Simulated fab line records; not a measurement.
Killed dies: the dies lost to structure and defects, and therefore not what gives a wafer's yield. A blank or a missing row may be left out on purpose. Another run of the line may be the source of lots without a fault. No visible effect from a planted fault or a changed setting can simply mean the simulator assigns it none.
A struck lot beside a sound one :: flow sky130 :: 16 steps out of a route of 708
Sound: the wafers L341.3, L341.4, L341.5. Struck: wafer L344.4. (L344.1 of the same lot was not struck and is left out.) The cause comes at the end.
For every step that has rows: the tool of each side, followed by ch and its chambers, followed by its first start. Under that, the readings that differ: sound wafers :: struck wafers :: difference of the means :: sigmas: that difference in standard deviations of wafers without a fault.
alike: readings with means less than 2 such deviations apart, plus words and numbers identical on both sides. not compared: withheld readings, readings lacking a value on some wafer, bounds such as >300 that could conceal the same value, and numbers that have no deviation in the record and whose values overlap.
Wherever a step has rows on one side only, a row that says differs or no value, or a row with sigmas, the two part there. When numbers do not overlap yet have no deviation, they are printed without sigmas and do not part them. A reading missing from all wafers of one side parts the sides only when that side holds two or more wafers.

first, 3 steps without rows for these wafers: SKY_LI_CONTACT_EXPOSE_09 (exposes mask LICM1, target cd 170 nm); SKY_LI_CONTACT_PEB_10; SKY_LI_CONTACT_DEVELOP_11 (develop time 60 s).
SKY_LI_CONTACT_CD_MEAS_12: the cd target is 170 nm.
  sound: cdSem-01 at day 30 04:23; struck: cdSem-01 at day 31 19:05
  alike: cdNm
SKY_LI_CONTACT_OVL_MEAS_13:
  sound: overlay-01 at day 30 04:29; struck: overlay-01 at day 31 19:13
  alike: LI_CONTACT_OVL
SKY_LI_CONTACT_ETCH_14: etches BARC in N2/H2, stops on SiO2, time 45.9 s, target depth 60 nm.
  sound on rieDiel-03 ch 0,1,2, day 30 04:30; struck on rieDiel-04 ch 1, day 31 19:14
reading: drypumpMotorCurrentA (A)
sound: 5.4 4.7 4.9
struck: 6.2
difference: +1.2
sigmas: +2
  alike: n2FlowSccm, oesProductAu, throttleValvePct
  not compared: rfHoursCounterH
SKY_LI_CONTACT_ETCH_15: etches PSG in C4F8/O2/Ar, stops on Si, target depth 600 nm.
  sound on rieDiel-03 ch 0,1,2, day 30 04:33; struck on rieDiel-04 ch 1, day 31 19:17
  alike: oesProductAu
SKY_LI_CONTACT_STRIP_16: strips in O2/N2.
  sound on plasmaAsher-04 ch 0,1, day 30 04:40; struck on plasmaAsher-01 ch 1, day 31 19:22
reading: n2FlowSccm (sccm)
sound: 299.2 299.1 299.4
struck: 301.1
difference: +1.9
sigmas: +2
  alike: drypumpMotorCurrentA, oesProductAu, stripTimeToEndpointS
  not compared: rfHoursCounterH
then, 2 steps without rows for these wafers: SKY_LI_CONTACT_CLEAN_17 (cleans in NMP, time 600 s); SKY_LI_CONTACT_PRE_CLEAN_18 (time 5.6 s).
SKY_LI_CONTACT_SPUTTER_19: material Ti, target thk 20 nm, time 106.37 s.
  sound: pvdSputter-01 at day 30 04:56; struck: pvdSputter-01 at day 31 19:40
  alike: throttleValvePct
then, 1 step without rows for these wafers: SKY_LI_CONTACT_SPUTTER_20 (material TiN, target thk 20 nm, time 80 s).
SKY_LI_CONTACT_CVD_21: deposits W, target thk 400 nm, time 120.56 s.
  sound on cvdW-02 ch 0,1, day 30 05:06; struck on cvdW-01 ch 1, day 31 19:48
reading: heaterPowerW (W)
sound: 900 876 896
struck: 748
difference: -143
sigmas: -2

reading: model.W_of_LI_CONTACT_CVD_21.thkNm (nm)
sound: 402.2 403 402.2
struck: 415.4
difference: +12.9
sigmas: 
  alike: chamberPressureTorr, heaterPowerOuterW
SKY_LI_CONTACT_RS_MEAS_22: uses a four-point probe to measure.
  sound: filmMetro-03 at day 30 05:14; struck: filmMetro-01 at day 31 19:56
reading: LI_CONTACT_W_RS (ohm/sq)
sound: 0.2837 0.2832 0.2832
struck: 0.2734
difference: -0.0100
sigmas: -4
SKY_LI_CONTACT_THK_MEAS_23: measures by xrf.
  sound: filmMetro-03 at day 30 05:20; struck: filmMetro-01 at day 31 20:03
  alike: LI_CONTACT_W_THK
SKY_LI_CONTACT_CMP_24: polishes, stops on PSG, t overpolish 20 s, target thk 0 nm.
  sound on cmp-01 ch 0,1,3, day 30 05:28; struck on cmp-02 ch 3, day 31 20:10
reading: overpolishRunS (s)
sound: 19.990 19.992 19.997
struck: 19.974
difference: -0.019
sigmas: -2
  alike: motorCurrentA, platenRpm, timeToEndpointS

== WHERE THEY PART ==
First at SKY_LI_CONTACT_ETCH_14; last, within this record, at SKY_LI_CONTACT_CMP_24.

WHY: whatever the simulator had introduced
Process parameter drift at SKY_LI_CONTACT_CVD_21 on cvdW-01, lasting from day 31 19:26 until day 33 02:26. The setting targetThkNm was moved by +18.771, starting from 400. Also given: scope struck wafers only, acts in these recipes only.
